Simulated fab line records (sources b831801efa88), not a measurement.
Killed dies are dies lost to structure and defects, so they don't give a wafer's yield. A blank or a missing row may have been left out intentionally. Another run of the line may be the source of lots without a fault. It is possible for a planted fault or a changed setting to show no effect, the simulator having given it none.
A struck lot beside a sound one ; flow sky130 ; 17 steps out of a route of 708
Sound: wafers L390.2, L390.5, L390.6. Wafers struck: L387.3, L387.4, L387.6. The cause is named last.
Order at every step that has rows: each side's tool, ch and its chambers, its first start. Under that, the readings that differ: sound wafers ; struck wafers ; difference of the means ; sigmas: that difference in standard deviations of wafers without a fault.
alike: same words and numbers on both sides, and readings whose means sit less than 2 such deviations apart. not compared: any withheld reading, any reading some wafer has no value for, any bound like >300 that may hide the same value, and any number with overlapping values for which the record gives no deviation.
A row with sigmas, a row that says differs or no value, or rows on one side alone: a step with any of these is where the two part. Numbers that don't overlap but have no deviation are shown without sigmas and don't part them. Lack of a reading on every wafer of one side parts them only where that side has two or more wafers.

first, 1 step without rows for these wafers: SKY_VT_ADJUST_LVTN_IMPLANT_19.
SKY_VT_ADJUST_LVTN_STRIP_20: strips in O2/N2.
  sound on plasmaAsher-04 ch 0,1, day 12 17:24; struck on plasmaAsher-01 ch 0,1, day 12 04:34
  alike: drypumpMotorCurrentA, o2FlowSccm, oesProductAu, stripTimeToEndpointS
  not compared: rfHoursCounterH
SKY_VT_ADJUST_LVTN_TW_MEAS_21:
  struck on filmMetro-03, day 12 04:38; sound on filmMetro-02, day 12 17:31
reading;sound;struck;difference;sigmas
VT_ADJUST_LVTN_2_TW;186.6 186.4 186.5;189.6 189.8 190.4;+3.4;+2
then, 7 steps without rows for these wafers: SKY_VT_ADJUST_NCORE_DEHYDRATE_00 (time 60 s); SKY_VT_ADJUST_NCORE_HMDS_01 (prime time 60 s); SKY_VT_ADJUST_NCORE_COAT_02 (resist thk 1140 nm); SKY_VT_ADJUST_NCORE_SOFTBAKE_03 (time 60 s); SKY_VT_ADJUST_NCORE_EXPOSE_04 (exposes mask LVTN COMPLEMENT THIN, target cd 380 nm); SKY_VT_ADJUST_NCORE_PEB_05; SKY_VT_ADJUST_NCORE_DEVELOP_06 (develop time 60 s).
SKY_VT_ADJUST_NCORE_CD_MEAS_07 targets a cd of 380 nm.
  struck on cdSem-02, day 13 04:58; sound on cdSem-01, day 13 17:49
  alike: cdNm
SKY_VT_ADJUST_NCORE_OVL_MEAS_08:
  struck on overlay-01, day 13 05:03; sound on overlay-01, day 13 17:55
reading;sound;struck;difference;sigmas
VT_ADJUST_NCORE_OVL (nm);3.6 3.8 1.5;-2.3 -3.1 -2.0;-5.4;-4
SKY_VT_ADJUST_NCORE_IMPLANT_09:
  sound on implanter-02 ch 0, day 13 17:59; struck on implanter-01 ch 0, day 13 05:07
reading;sound;struck;difference;sigmas
doseIonsCm2;2.4032e+12 2.3953e+12 2.3999e+12;1.3803e+12 1.3789e+12 1.3795e+12;-1.0199e+12;-99 or more
faradayCurrentUA;13.52 13.77 13.53;7.85 7.91 7.68;-5.79;-21
SKY_VT_ADJUST_NCORE_STRIP_10: strips in O2/N2.
  sound on plasmaAsher-03 ch 0,1, day 13 18:06; struck on plasmaAsher-04 ch 0,1, day 13 05:16
  alike: drypumpMotorCurrentA, o2FlowSccm, oesProductAu, stripTimeToEndpointS
  not compared: rfHoursCounterH
SKY_VT_ADJUST_NCORE_TW_MEAS_11:
  struck on filmMetro-03, day 13 05:20; sound on filmMetro-02, day 13 18:13
reading;sound;struck;difference;sigmas
VT_ADJUST_NCORE_TW;217.2 216.3 215.8;187.7 187.6 188.3;-28.6;-17
then, 1 step without rows for these wafers: SKY_VT_ADJUST_HVTR_DEHYDRATE_00 (time 60 s).
-- here the record skips 36 days between the struck wafers' starts before and after, leaving off in module VT_ADJUST_HVTR and picking up in module PAD_OPEN (first step shown: number 708 of the route) --
SKY_PAD_OPEN_PROBE_99:
  struck on prober-01, day 49 04:55; sound on prober-01, day 49 16:27
reading;sound;struck;difference;sigmas
killedShort;47 48 42;28 36 32;-14;-2
model.etest.nfet_16v.rOnOhmUm;1.444e+04 1.406e+04 1.414e+04;1.237e+04 1.231e+04 1.24e+04;-1.853e+03;
model.etest.pfet_16v.rOnOhmUm;1.576e+04 1.479e+04 1.568e+04;1.619e+04 1.648e+04 1.609e+04;+8.433e+02;
model.etest.pfetG5v0d10v5.rOnOhmUm;4756 4683 4724;5200 5214 5313;+521;
model.etest.tipP.rsOhmSq;6937 6893 6931;7228 7195 7241;+301;
model.etest.pfet_01v8.rOnOhmUm;2864 2853 2891;3123 3134 3074;+241;
model.etest.resPwellUnderGate.rsOhmSq;2280 2269 2285;2448 2425 2436;+158;
model.etest.nfetG5v0d10v5.rOnOhmUm;1882 1853 1861;1763 1767 1766;-100;
model.etest.tip_p_5v.rsOhmSq;2837 2809 2820;2933 2953 2966;+129;
  alike: killed_at_M0_to_M3, killed_at_M4_up, killedAtContacts, killedAtFrontEnd, killedAtOther, killedDies, killedOpen

WHERE THEY PART
Earliest at SKY_VT_ADJUST_LVTN_TW_MEAS_21; latest, in this record, at SKY_PAD_OPEN_PROBE_99.

WHY: what the simulator had put in
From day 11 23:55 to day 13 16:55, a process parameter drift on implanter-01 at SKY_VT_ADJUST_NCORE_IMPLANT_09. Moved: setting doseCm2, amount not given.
